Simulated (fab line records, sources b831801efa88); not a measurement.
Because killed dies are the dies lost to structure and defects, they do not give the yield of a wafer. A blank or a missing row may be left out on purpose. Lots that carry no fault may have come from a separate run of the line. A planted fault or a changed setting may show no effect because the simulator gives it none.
What tool caused it?    flow sky130    Sampling: 12 lots, 36 wafers, 5 of 708 route steps

== WHAT EACH GAUGE READ, for each wafer ==
SKY_LDD_HVN_TW_MEAS_10. Usual: for LDD_HVN_TW the level is 1431 and the standard deviation is 16.
lot   measured      on             LDD_HVN_TW      flag
L631  day 19 19:35  film_metro-03  1417 1425 1409  
L633  day 20 05:15  film_metro-01  1442 1443 1447  
L632  day 20 06:45  film_metro-04  1446 1436 1446  
L634  day 21 03:53  film_metro-04  1454 1447 1455  
L635  day 21 13:21  film_metro-01  1430 1436 1433  
L636  day 22 04:18  film_metro-01  1431 1433 1431  
L637  day 22 06:57  film_metro-03  1408 1405 1408  
L640  day 23 11:16  film_metro-04  1441 1445 1438  
L641  day 23 17:16  film_metro-01  1436 1429 1424  
L642  day 24 04:32  film_metro-04  1445 1439 1441  
L643  day 24 10:45  film_metro-01  1439 1434 1435  
L644  day 24 21:04  film_metro-01  1427 1430 1439  

SKY_SD_N_RS_MEAS_16: measures by four-point-probe. Usual: for SD_N_RS the level is 68.53 ohm/sq and the standard deviation is 0.11.
lot   measured      on             SD_N_RS (ohm/sq)   flag
L631  day 27 08:29  film_metro-01  68.44 68.37 68.41  
L633  day 27 20:17  film_metro-04  68.66 68.59 68.72  
L632  day 27 21:08  film_metro-01  68.58 68.51 68.69  
L634  day 28 16:20  film_metro-04  68.62 68.68 68.63  
L635  day 29 02:14  film_metro-03  68.53 68.49 68.54  
L636  day 29 14:02  film_metro-03  68.41 68.36 68.25  
L637  day 29 16:14  film_metro-03  68.51 68.55 68.47  
L640  day 30 19:26  film_metro-04  68.67 68.48 68.64  
L641  day 31 01:37  film_metro-04  70.84 70.80 70.77  OFF
L642  day 31 10:40  film_metro-04  70.85 70.54 70.67  OFF
L643  day 31 18:17  film_metro-03  70.66 70.39 70.58  OFF
L644  day 32 02:32  film_metro-01  70.60 70.43 70.44  OFF

SKY_LI_CONTACT_CD_MEAS_12: the cd target is 170 nm. Usual: cd_nm 169.8 nm, standard deviation 1.4.
lot   measured      on         cd_nm (nm)         flag
L631  day 28 13:25  cd_sem-01  167.9 169.7 169.2  
L633  day 29 00:20  cd_sem-02  171.7 170.8 172.6  
L632  day 29 02:23  cd_sem-02  168.7 168.8 168.1  
L634  day 29 20:49  cd_sem-02  168.6 169.3 168.2  
L635  day 30 07:43  cd_sem-02  167.4 168.3 168.9  
L636  day 30 18:48  cd_sem-01  171.3 170.2 170.4  
L637  day 30 21:46  cd_sem-02  172.4 171.0 170.7  
L640  day 31 23:55  cd_sem-02  171.2 172.2 171.2  
L641  day 32 05:38  cd_sem-02  169.4 168.1 169.8  
L642  day 32 13:43  cd_sem-01  170.7 170.9 169.8  
L643  day 32 22:24  cd_sem-01  169.2 168.2 168.7  
L644  day 33 05:58  cd_sem-02  168.7 167.3 166.9  

== TOOL THAT RAN EACH LOT (tool first, then ch and the chambers of the sampled wafers, then the start) ==
lot   SKY_LDD_HVP_STRIP_09                  SKY_SD_N_IMPLANT_10
L631  plasma_asher-04 ch 0,1, day 21 02:11  implanter-03 ch 0, day 27 07:57
L633  plasma_asher-03 ch 0,1, day 21 11:46  implanter-01 ch 0, day 27 19:45
L632  plasma_asher-03 ch 0,1, day 21 13:18  implanter-01 ch 0, day 27 20:36
L634  plasma_asher-01 ch 0,1, day 22 10:30  implanter-03 ch 0, day 28 15:48
L635  plasma_asher-04 ch 0,1, day 22 20:15  implanter-03 ch 0, day 29 01:42
L636  plasma_asher-01 ch 0,1, day 23 10:59  implanter-03 ch 0, day 29 13:30
L637  plasma_asher-03 ch 0,1, day 23 12:47  implanter-03 ch 0, day 29 15:42
L640  plasma_asher-03 ch 0,1, day 24 15:59  implanter-03 ch 0, day 30 18:54
L641  plasma_asher-03 ch 0,1, day 24 22:11  implanter-03 ch 0, day 31 01:05
L642  plasma_asher-03 ch 0,1, day 25 09:39  implanter-03 ch 0, day 31 10:09
L643  plasma_asher-04 ch 0,1, day 25 16:14  implanter-03 ch 0, day 31 17:45
L644  plasma_asher-03 ch 0,1, day 26 01:11  implanter-02 ch 0, day 32 02:01
- SKY_LDD_HVP_STRIP_09: strips in O2/N2.
- SKY_SD_N_IMPLANT_10

== WHAT THE TOOLS THEMSELVES READ (means of the sampled wafers that have a number; where no wafer has one, the mark that the record gives instead) ==
SKY_LDD_HVP_STRIP_09. Usual: drypump_motor_current_A 5.7 A, standard deviation 0.49; oes_product_au 0.410 a.u., standard deviation 0.0047; strip_time_to_endpoint_s 4.143 s, standard deviation 0.015.
lot   tool             drypump_motor_current_A (A)  oes_product_au (a.u.)  strip_time_to_endpoint_s (s)  flag
L631  plasma_asher-04  5.3                          0.405                  4.148                         
L633  plasma_asher-03  5.8                          0.408                  4.147                         
L632  plasma_asher-03  5.6                          0.407                  4.144                         
L634  plasma_asher-01  6.4                          0.411                  4.163                         
L635  plasma_asher-04  5.3                          0.412                  4.161                         
L636  plasma_asher-01  6.4                          0.410                  4.141                         
L637  plasma_asher-03  5.8                          0.411                  4.135                         
L640  plasma_asher-03  5.8                          0.411                  4.145                         
L641  plasma_asher-03  5.8                          0.413                  4.144                         
L642  plasma_asher-03  5.8                          0.407                  4.143                         
L643  plasma_asher-04  5.3                          0.406                  4.148                         
L644  plasma_asher-03  5.8                          0.409                  4.155                         

== THE ANSWER, worked out from the rows above alone ==
Rule: a lot counts as off when the mean over its wafers that have a number is more than 3 standard deviations away from the usual mean. Also off: a lot with no number at a reading for which 4 or more lots have one. Any other lot the step has rows for is counted as sound. The gauges are gone through in route order, then the tools' own readings, and for those a lot's mean is taken as printed above. At the first step where some lot is off, the reading lying furthest off is the one used; lots without a number count as furthest.
Off: at SKY_SD_N_RS_MEAS_16 (SD_N_RS), L641, L642, L643, L644.
A tool fits if, at a process step before that reading, it ran every lot that is off, and no sound lot after the first of them. Gauges at SKY_SD_N_RS_MEAS_16: tried the same way as those tools. Not one of the candidates tried fits.

== WHAT WAS PUT IN BY THE SIMULATOR ==
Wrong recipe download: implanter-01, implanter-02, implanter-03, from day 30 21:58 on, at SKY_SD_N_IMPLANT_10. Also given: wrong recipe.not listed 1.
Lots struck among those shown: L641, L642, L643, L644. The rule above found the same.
